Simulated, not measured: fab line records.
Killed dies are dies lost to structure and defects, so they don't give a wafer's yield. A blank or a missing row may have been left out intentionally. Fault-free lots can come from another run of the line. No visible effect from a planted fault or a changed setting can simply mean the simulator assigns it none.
Comparing a struck lot with a sound one	flow sky130	15 out of 708 route steps
Sound: the wafers L103.1, L103.2, L103.4. Struck: wafer L106.6 (L106.4, L106.5, from the same lot, were not struck and are left out); the cause is given at the end.
Each step with rows lists, per side, the tool, then ch with its chambers, then its first start. Under that, the readings that differ: sound wafers	struck wafers	difference of the means	sigmas: that difference in standard deviations of wafers without a fault.
alike: a reading whose means differ by less than 2 such deviations, as well as words and numbers matching on both sides. not compared: withheld readings; readings where some wafer has no value; bounds like >300 that might hide an equal value; numbers whose values overlap and for which the record gives no deviation.
Wherever a step has rows on one side only, a row that says differs or no value, or a row with sigmas, the two part there. Numbers that don't overlap but have no deviation are shown without sigmas and don't part them. Lack of a reading on every wafer of one side parts them only where that side has two or more wafers.

SKY_VT_ADJUST_LVTN_STRIP_20: strips in O2/N2.
  sound on plasmaAsher-03 ch 0,1, day 10 01:20; struck on plasmaAsher-01 ch 0, day 10 21:02
  alike: drypumpMotorCurrentA, o2FlowSccm, oesProductAu, stripTimeToEndpointS
  not compared: rfHoursCounterH
SKY_VT_ADJUST_LVTN_TW_MEAS_21:
  sound on filmMetro-01 at day 10 01:26; struck on filmMetro-02 at day 10 21:08
reading	sound	struck	difference	sigmas
VT_ADJUST_LVTN_2_TW	191.4 191.7 191.3	186.3	-5.2	-4
then, 7 steps without rows for these wafers: SKY_VT_ADJUST_NCORE_DEHYDRATE_00 (time 60 s); SKY_VT_ADJUST_NCORE_HMDS_01 (prime time 60 s); SKY_VT_ADJUST_NCORE_COAT_02 (resist thk 1140 nm); SKY_VT_ADJUST_NCORE_SOFTBAKE_03 (time 60 s); SKY_VT_ADJUST_NCORE_EXPOSE_04 (exposes mask LVTN COMPLEMENT THIN, target cd 380 nm); SKY_VT_ADJUST_NCORE_PEB_05; SKY_VT_ADJUST_NCORE_DEVELOP_06 (develop time 61.49 s).
SKY_VT_ADJUST_NCORE_CD_MEAS_07: target cd 380 nm.
  sound on cdSem-01 at day 10 23:25; struck on cdSem-02 at day 11 19:22
  alike: cdNm
SKY_VT_ADJUST_NCORE_OVL_MEAS_08:
  sound on overlay-02 at day 10 23:32; struck on overlay-02 at day 11 19:27
  alike: VT_ADJUST_NCORE_OVL
next, for these wafers, 1 step has no rows: SKY_VT_ADJUST_NCORE_IMPLANT_09.
SKY_VT_ADJUST_NCORE_STRIP_10: strips in O2/N2.
  sound on plasmaAsher-04 ch 0,1, day 10 23:43; struck on plasmaAsher-01 ch 1, day 11 19:39
reading	sound	struck	difference	sigmas
o2FlowSccm (sccm)	3006 3006 3007	2409	-597	-71
oesProductAu (a.u.)	0.714 0.716 0.713	0.705	-0.009	-2
stripTimeToEndpointS (s)	14.18 14.15 14.21	14.37	+0.19	+5
  alike: drypumpMotorCurrentA
  not compared: rfHoursCounterH
SKY_VT_ADJUST_NCORE_TW_MEAS_11:
  sound on filmMetro-01 at day 10 23:49; struck on filmMetro-01 at day 11 19:45
  alike: VT_ADJUST_NCORE_TW
-- here the record skips 37 days between the struck wafers' starts before and after, leaving off in module VT_ADJUST_NCORE and picking up in module PAD_OPEN (first step shown: number 708 of the route) --
SKY_PAD_OPEN_PROBE_99:
  sound on prober-01 at day 47 19:24; struck on prober-01 at day 49 07:33
  alike: killed_at_M0_to_M3, killed_at_M4_up, killedAtContacts, killedAtFrontEnd, killedAtOther, killedDies, killedOpen, killedShort

## WHERE THEY PART
Last at SKY_VT_ADJUST_NCORE_STRIP_10 as far as this record goes, first at SKY_VT_ADJUST_LVTN_TW_MEAS_21. Later steps at which nothing parts them and some readings are alike: SKY_VT_ADJUST_NCORE_TW_MEAS_11, SKY_PAD_OPEN_PROBE_99.

WHY: what had been put in by the simulator
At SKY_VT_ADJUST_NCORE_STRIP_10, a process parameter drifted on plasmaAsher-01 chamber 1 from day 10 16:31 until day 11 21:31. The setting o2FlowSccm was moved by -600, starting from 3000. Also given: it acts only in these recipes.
